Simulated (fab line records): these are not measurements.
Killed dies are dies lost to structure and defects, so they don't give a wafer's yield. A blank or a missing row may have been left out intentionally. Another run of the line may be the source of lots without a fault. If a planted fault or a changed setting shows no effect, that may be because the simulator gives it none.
The tool behind it: which one? | flow sky130 | Sampling: 24 lots, 72 wafers, 2 of 708 route steps

## WHAT THE GAUGES SHOWED, per wafer
SKY_NWELL_OVL_MEAS_10.
lot  | measured     | on         | NWELL_00_OVL (nm)
L074 | day 4 14:55  | overlay-02 | 0.8 -0.5 1.0
L075 | day 4 21:35  | overlay-02 | 0.6 0.6 -0.8
L076 | day 5 01:19  | overlay-01 | -1.7 0.5 1.2
L077 | day 5 05:49  | overlay-02 | -3.2 -2.3 -2.4
L078 | day 5 14:46  | overlay-02 | 0.3 2.3 1.3
L079 | day 6 05:49  | overlay-02 | 1.5 2.1 2.0
L081 | day 6 09:37  | overlay-01 | -1.8 -0.2 -2.2
L080 | day 6 09:59  | overlay-01 | -2.8 1.0 -1.1
L082 | day 6 11:52  | overlay-02 | -2.7 -0.4 -2.5
L083 | day 6 17:49  | overlay-01 | -2.0 -0.7 -1.4
L084 | day 7 01:55  | overlay-02 | 1.4 -0.3 -1.4
L085 | day 7 13:19  | overlay-01 | -1.8 -2.5 -2.6
L087 | day 7 22:46  | overlay-01 | -1.3 0.3 1.0
L086 | day 7 23:04  | overlay-01 | -1.6 -2.0 -0.4
L088 | day 8 04:37  | overlay-01 | 1.4 -0.8 0.3
L089 | day 8 11:16  | overlay-01 | -1.2 0.1 -1.0
L090 | day 8 14:22  | overlay-02 | 1.1 0.2 1.2
L091 | day 8 19:13  | overlay-02 | 0.8 1.4 -1.0
L093 | day 9 04:38  | overlay-02 | 0.9 0.4 1.4
L092 | day 9 06:01  | overlay-01 | -0.7 0.1 -1.6
L094 | day 9 11:49  | overlay-02 | 0.5 1.2 1.4
L095 | day 9 17:46  | overlay-02 | 1.3 1.7 -2.0
L096 | day 9 22:13  | overlay-01 | -1.9 -2.0 -0.6
L097 | day 10 03:22 | overlay-02 | 0.5 -0.9 0.3

SKY_GATE_OXIDE_OVL_MEAS_10.
lot  | measured     | on         | GATE_OXIDE_OVL (nm)
L074 | day 13 21:25 | overlay-02 | 1.3 1.1 0.0
L075 | day 14 04:10 | overlay-01 | 0.4 2.8 0.7
L076 | day 14 09:31 | overlay-02 | 0.4 0.1 0.5
L077 | day 14 16:31 | overlay-01 | 0.8 1.0 -0.8
L078 | day 15 09:10 | overlay-01 | -0.8 -1.5 0.3
L079 | day 16 07:13 | overlay-01 | 0.5 -0.8 -0.4
L081 | day 16 11:23 | overlay-01 | 0.1 0.2 -0.3
L080 | day 16 11:47 | overlay-01 | 0.8 1.6 2.5
L082 | day 16 18:31 | overlay-01 | 1.3 1.9 1.8
L083 | day 17 02:13 | overlay-01 | 1.6 1.4 4.5
L084 | day 17 11:04 | overlay-02 | 1.1 -1.0 -0.4
L085 | day 18 06:28 | overlay-01 | 2.6 1.6 0.6
L087 | day 18 16:34 | overlay-02 | -2.2 -0.9 0.8
L086 | day 18 23:53 | overlay-01 | 2.7 -0.3 -1.1
L088 | day 19 06:34 | overlay-02 | 1.2 0.4 -2.5
L089 | day 19 17:10 | overlay-02 | -0.3 -1.9 -0.1
L090 | day 19 21:50 | overlay-01 | 1.4 2.0 1.9
L091 | day 20 02:58 | overlay-02 | 1.8 2.6 2.2
L093 | day 20 15:56 | overlay-02 | -0.5 -1.0 -0.2
L092 | day 20 16:10 | overlay-01 | -0.1 1.8 2.1
L094 | day 20 23:37 | overlay-02 | -0.2 2.8 1.0
L095 | day 21 12:28 | overlay-02 | 0.8 3.2 0.3
L096 | day 21 12:11 | overlay-01 | -0.7 -0.5 0.5
L097 | day 21 23:37 | overlay-02 | -1.0 1.5 0.4

## TOOL THAT RAN EACH LOT (tool first, then ch and the chambers of the sampled wafers, then the start)
There is no process step in the record ahead of these readings.

## WHAT THE TOOLS THEMSELVES READ (means of the sampled wafers that have a number; where no wafer has one, the mark that the record gives instead)
The record holds no such reading with a usual standard deviation.

## THE ANSWER, worked out from the rows above alone
Rule: the usual values come from the lots themselves. Put in order of their means at a reading, lots are off if they are a third of the lots or fewer, leave a main group of 4 or more, and stand apart from it by a gap of 3 or more times the standard deviation of the main group's means; of several such gaps the widest counts. A main group is skipped when, at the precision printed for the reading in the tables above, its means are all equal. Also off: a lot with no number at a reading for which 4 or more lots have one. All remaining lots with rows at the step are treated as sound. After the gauges, taken in route order, come the tools' own readings; for these a lot's mean is taken, as printed above. The first step at which some lot is off is used, and at that step the reading that is off furthest; a lot without a number counts as furthest.
Nothing can be told from this: no lot is off at any reading shown.

## WHAT HAD BEEN PUT IN BY THE SIMULATOR
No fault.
